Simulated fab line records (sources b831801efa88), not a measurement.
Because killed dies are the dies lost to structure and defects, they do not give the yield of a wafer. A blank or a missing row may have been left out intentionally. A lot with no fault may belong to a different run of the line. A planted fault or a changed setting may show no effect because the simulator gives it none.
The tool behind it: which one? -- flow sky130 -- at 1 step of a route of 708, 11 lots with 33 wafers sampled

== WHAT THE GAUGES READ, wafer by wafer ==
SKY_SONOS_ONO_THK_MEAS_05. Usual: for SONOS_ONO_CVD_04_THK the level is 5.72 nm and the standard deviation is 0.12.
lot,measured,on,SONOS_ONO_CVD_04_THK (nm),flag
L601,day 11 23:38,film_metro-04,5.62 5.64 5.77,
L603,day 12 22:30,film_metro-03,5.72 5.68 5.61,
L605,day 13 08:31,film_metro-04,5.63 5.41 5.59,
L607,day 14 06:53,film_metro-04,5.78 5.77 5.81,
L608,day 14 12:18,film_metro-01,5.67 5.59 5.63,
L610,day 14 23:50,film_metro-04,5.73 5.76 5.70,
L612,day 15 22:53,film_metro-04,5.63 5.64 5.73,
L613,day 16 04:26,film_metro-03,5.67 5.60 5.64,
L620,day 18 08:55,film_metro-01,5.77 5.67 5.72,
L621,day 18 16:26,film_metro-04,5.91 5.77 5.85,
L623,day 19 08:16,film_metro-04,5.93 5.91 5.96,

== WHICH TOOL RAN EACH LOT (tool, then ch and the chambers of the sampled wafers, then the start) ==
No process step before these readings appears in the record.

== WHAT THE TOOLS THEMSELVES READ (means of the sampled wafers that have a number; where no wafer has one, the mark that the record gives instead) ==
The record holds no such reading with a usual standard deviation.

== THE ANSWER, worked out from the rows above alone ==
Rule: take the mean of a lot's wafers that have a number; if it is more than 3 standard deviations from the usual mean, the lot is off. A lot without any number at a reading at which 4 lots or more have one is off too. The other lots that the step has rows for count as sound. After the gauges, taken in route order, come the tools' own readings; for these a lot's mean is taken, as printed above. At the first step where some lot is off, the reading lying furthest off is the one used; lots without a number count as furthest.
No lot is off at any reading shown: from this, nothing can be told.

== WHAT THE SIMULATOR PUT IN ==
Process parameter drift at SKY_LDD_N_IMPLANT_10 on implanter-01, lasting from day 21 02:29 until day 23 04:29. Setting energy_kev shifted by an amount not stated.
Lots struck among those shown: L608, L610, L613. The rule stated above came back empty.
